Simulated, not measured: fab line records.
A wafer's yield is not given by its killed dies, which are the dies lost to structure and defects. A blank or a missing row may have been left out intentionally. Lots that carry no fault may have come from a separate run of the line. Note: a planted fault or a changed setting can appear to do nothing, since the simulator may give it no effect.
Chamber matching -- flow gf180mcu -- GF_V2_ETCH_16 on rie-diel-03: 4 sister chambers
The step etches BARC in N2/H2. 14 wafers are shown with their chamber, then 7 later ones without.

== WAFERS, EACH WITH ITS CHAMBER ==
wafer,chamber,drypump-motor-current-A (A),throttle-valve-pct (%),bias-w (W)
L319.1,2,5.8,13.232,100.5
L319.3,0,5.9,13.223,100.2
L319.5,3,5.4,13.227,99.5
L322.1,3,5.4,13.233,99.5
L322.3,1,5.8,13.226,100.1
L322.6,3,5.4,13.231,99.8
L323.1,2,5.8,13.231,100.0
L323.4,0,5.9,13.224,99.7
L323.6,0,5.9,13.225,99.8
L325.3,2,5.8,13.221,100.3
L325.4,1,5.7,13.236,99.9
L325.5,3,5.4,13.231,100.6
L332.1,1,5.7,13.236,99.9
L332.2,2,5.8,13.214,99.8

SIGNATURES (means of the wafers above)
reading,chamber 0,chamber 1,chamber 2,chamber 3,scatter within a chamber
drypump-motor-current-A,5.900,5.733,5.800,5.400,0.0258
throttle-valve-pct,13.22400,13.23267,13.22450,13.23050,0.00556
bias-w,99.900,99.967,100.150,99.850,0.356
Rule: distance of a wafer from a chamber = root of the sum over the readings of ((wafer's reading minus chamber's mean) / reading's scatter) squared. If the next closest chamber is less than 2 further off than the closest, the wafer can't be placed; otherwise it belongs to the closest. The scatter is the square root of a quotient: the sum, over the shown wafers, of each reading's squared deviation from its chamber's mean, divided by wafers minus chambers.

== WAFERS WHOSE CHAMBER IS MISSING ==
wafer,drypump-motor-current-A (A),throttle-valve-pct (%),bias-w (W)
L332.5,5.8,13.225,99.9
L340.1,5.8,13.219,100.1
L340.4,5.4,13.218,100.3
L340.6,5.7,13.217,99.1
L341.2,5.8,13.216,100.2
L341.3,5.7,13.225,100.4
L341.6,5.4,13.234,99.8

== WHICH CHAMBER EACH ONE RAN IN ==
wafer,from the rows above,in truth
L332.5,2,2
L340.1,2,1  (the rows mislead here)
L340.4,3,3
L340.6,can't be placed: 1 or 2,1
L341.2,2,2
L341.3,can't be placed: 1 or 2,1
L341.6,3,3
4 of 7 placed correctly. Can't be placed from these rows: 2 (the true chamber is among the candidates in 2). Number placed wrongly: 1.
